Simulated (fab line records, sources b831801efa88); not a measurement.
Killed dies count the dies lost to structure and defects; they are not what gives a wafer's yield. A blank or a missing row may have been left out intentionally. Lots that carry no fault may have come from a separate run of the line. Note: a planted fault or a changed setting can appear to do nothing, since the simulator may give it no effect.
Matching of chambers / flow gf180mcu / 4 sister chambers for GF_V5_CMP_26 on cmp-02
The step polishes, stops on SiO2, t overpolish 15.74 s, target thk 0 nm. 14 wafers are shown with their chamber, then 7 later ones without.

== EACH WAFER AND ITS CHAMBER ==
wafer=L819.1; chamber=0; motor_current_A (A)=11.0; overpolish_run_s (s)=15.729; time_to_endpoint_s (s)=86.0
wafer=L819.4; chamber=3; motor_current_A (A)=12.1; overpolish_run_s (s)=15.733; time_to_endpoint_s (s)=90.2
wafer=L819.5; chamber=2; motor_current_A (A)=12.5; overpolish_run_s (s)=15.745; time_to_endpoint_s (s)=87.9
wafer=L820.2; chamber=3; motor_current_A (A)=12.1; overpolish_run_s (s)=15.746; time_to_endpoint_s (s)=88.5
wafer=L820.3; chamber=1; motor_current_A (A)=11.1; overpolish_run_s (s)=15.714; time_to_endpoint_s (s)=83.7
wafer=L820.5; chamber=2; motor_current_A (A)=12.9; overpolish_run_s (s)=15.750; time_to_endpoint_s (s)=84.7
wafer=L822.1; chamber=2; motor_current_A (A)=13.0; overpolish_run_s (s)=15.741; time_to_endpoint_s (s)=85.3
wafer=L822.3; chamber=3; motor_current_A (A)=12.2; overpolish_run_s (s)=15.750; time_to_endpoint_s (s)=85.2
wafer=L822.5; chamber=3; motor_current_A (A)=11.6; overpolish_run_s (s)=15.751; time_to_endpoint_s (s)=90.4
wafer=L825.1; chamber=1; motor_current_A (A)=10.4; overpolish_run_s (s)=15.736; time_to_endpoint_s (s)=89.1
wafer=L825.2; chamber=0; motor_current_A (A)=10.3; overpolish_run_s (s)=15.734; time_to_endpoint_s (s)=86.5
wafer=L825.4; chamber=2; motor_current_A (A)=12.6; overpolish_run_s (s)=15.724; time_to_endpoint_s (s)=87.1
wafer=L828.2; chamber=0; motor_current_A (A)=11.2; overpolish_run_s (s)=15.738; time_to_endpoint_s (s)=88.6
wafer=L828.5; chamber=0; motor_current_A (A)=11.2; overpolish_run_s (s)=15.742; time_to_endpoint_s (s)=87.1

SIGNATURES, as means of the wafers listed above
reading=motor_current_A; chamber 0=10.925; chamber 1=10.750; chamber 2=12.750; chamber 3=12.000; scatter within a chamber=0.344
reading=overpolish_run_s; chamber 0=15.73575; chamber 1=15.72500; chamber 2=15.74000; chamber 3=15.74500; scatter within a chamber=0.00961
reading=time_to_endpoint_s; chamber 0=87.050; chamber 1=86.400; chamber 2=86.250; chamber 3=88.575; scatter within a chamber=2.06
Rule: for each reading, subtract the chamber's mean from the wafer's reading, divide by that reading's scatter and square the result; add these up over the readings and take the root, which gives the wafer's distance from the chamber. If the next closest chamber is less than 2 further off than the closest, the wafer can't be placed; otherwise it belongs to the closest. The scatter: the root of (the sum of the squares of (reading less its chamber's mean) over the shown wafers, divided by (wafers less chambers)).

== WAFERS MISSING THEIR CHAMBER ==
wafer=L828.6; motor_current_A (A)=10.6; overpolish_run_s (s)=15.747; time_to_endpoint_s (s)=90.1
wafer=L831.1; motor_current_A (A)=10.9; overpolish_run_s (s)=15.734; time_to_endpoint_s (s)=81.9
wafer=L831.2; motor_current_A (A)=12.1; overpolish_run_s (s)=15.742; time_to_endpoint_s (s)=87.1
wafer=L831.3; motor_current_A (A)=11.1; overpolish_run_s (s)=15.730; time_to_endpoint_s (s)=80.8
wafer=L838.1; motor_current_A (A)=10.7; overpolish_run_s (s)=15.739; time_to_endpoint_s (s)=85.9
wafer=L838.3; motor_current_A (A)=12.8; overpolish_run_s (s)=15.743; time_to_endpoint_s (s)=83.7
wafer=L838.5; motor_current_A (A)=11.3; overpolish_run_s (s)=15.733; time_to_endpoint_s (s)=82.9

== CHAMBER TAKEN BY EACH ==
wafer=L828.6; from the rows above=can't be placed: 0 or 1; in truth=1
wafer=L831.1; from the rows above=can't be placed: 1 or 0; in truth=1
wafer=L831.2; from the rows above=can't be placed: 3 or 2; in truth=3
wafer=L831.3; from the rows above=can't be placed: 1 or 0 or 3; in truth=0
wafer=L838.1; from the rows above=can't be placed: 0 or 1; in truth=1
wafer=L838.3; from the rows above=2; in truth=2
wafer=L838.5; from the rows above=can't be placed: 0 or 1 or 3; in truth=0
Correct placement for 1 of the 7. From these rows, 6 cannot be placed; in 6 the true chamber is one of the candidates. Wrongly placed: 0.
